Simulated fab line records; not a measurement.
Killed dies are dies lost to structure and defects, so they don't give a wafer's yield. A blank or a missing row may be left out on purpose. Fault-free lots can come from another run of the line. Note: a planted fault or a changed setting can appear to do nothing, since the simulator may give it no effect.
Which of the tools did it? -- flow sky130 -- 7 lots, 21 wafers sampled, at 3 steps of a route of 708

## WHAT THE GAUGES READ, wafer by wafer
SKY_METAL2_RS_MEAS_05: measurement is done with a four-point probe.
lot,measured,on,METAL2_ALCU_RS (ohm/sq)
L476,day 35 18:48,film metro-01,0.1250 0.1256 0.1263
L478,day 36 23:05,film metro-03,0.1260 0.1264 0.1259
L480,day 37 09:43,film metro-03,0.1295 0.1280 0.1264
L484,day 38 12:52,film metro-01,0.0722 0.1237 0.1234
L490,day 40 11:29,film metro-03,0.1266 0.1264 0.1265
L492,day 41 09:39,film metro-03,0.1277 0.1289 0.1275
L494,day 41 20:19,film metro-01,0.1274 0.1286 0.1271

## WHICH TOOL RAN EACH LOT (tool, then ch and the chambers of the sampled wafers, then the start)
lot,SKY_CONTACT_ETCH_16,SKY_METAL2_SPUTTER_02
L476,"rie diel-02 ch 0,1, day 33 09:25","pvd sputter-01, day 35 18:41"
L478,"rie diel-02 ch 2,3, day 34 12:16","pvd sputter-02, day 36 22:56"
L480,"rie diel-02 ch 1,2, day 34 22:17","pvd sputter-04, day 37 09:37"
L484,"rie diel-03 ch 0,3, day 36 02:31","pvd sputter-02, day 38 12:46"
L490,"rie diel-01 ch 1,2,3, day 38 03:37","pvd sputter-04, day 40 11:23"
L492,"rie diel-02 ch 1,2, day 39 03:04","pvd sputter-04, day 41 09:34"
L494,"rie diel-02 ch 0,3, day 39 14:07","pvd sputter-01, day 41 20:10"
- SKY_CONTACT_ETCH_16: etches BARC in N2/H2, stops on SiO2, time 45.9 s, target depth 60 nm.
- SKY_METAL2_SPUTTER_02: material AlCu, target thk 250 nm, time 13.3 s.

## THE ANSWER, worked out from the rows above alone
Rule: what is usual is taken from the lots themselves. Put in order of their means at a reading, lots are off if they are a third of the lots or fewer, leave a main group of 4 or more, and stand apart from it by a gap of 3 or more times the standard deviation of the main group's means; of several such gaps the widest counts. The tables above print the reading to a certain number of digits; a main group whose means all agree to those digits is not used. A lot without any number at a reading at which 4 lots or more have one is off too. Any other lot the step has rows for is counted as sound.
Off: at SKY_METAL2_RS_MEAS_05 (METAL2_ALCU_RS), L484. Mean 0.1270 ohm/sq and standard deviation 0.00095 in the main group.
A tool fits if, at a process step before that reading, it ran every lot that is off, and no sound lot after the first of them. Those tools and the gauges at SKY_METAL2_RS_MEAS_05 are tried in the same way. Undecided on this evidence; 2 tools fit (rie diel-03 at SKY_CONTACT_ETCH_16, pvd sputter-02 at SKY_METAL2_SPUTTER_02).

## WHAT THE SIMULATOR HAD PUT IN
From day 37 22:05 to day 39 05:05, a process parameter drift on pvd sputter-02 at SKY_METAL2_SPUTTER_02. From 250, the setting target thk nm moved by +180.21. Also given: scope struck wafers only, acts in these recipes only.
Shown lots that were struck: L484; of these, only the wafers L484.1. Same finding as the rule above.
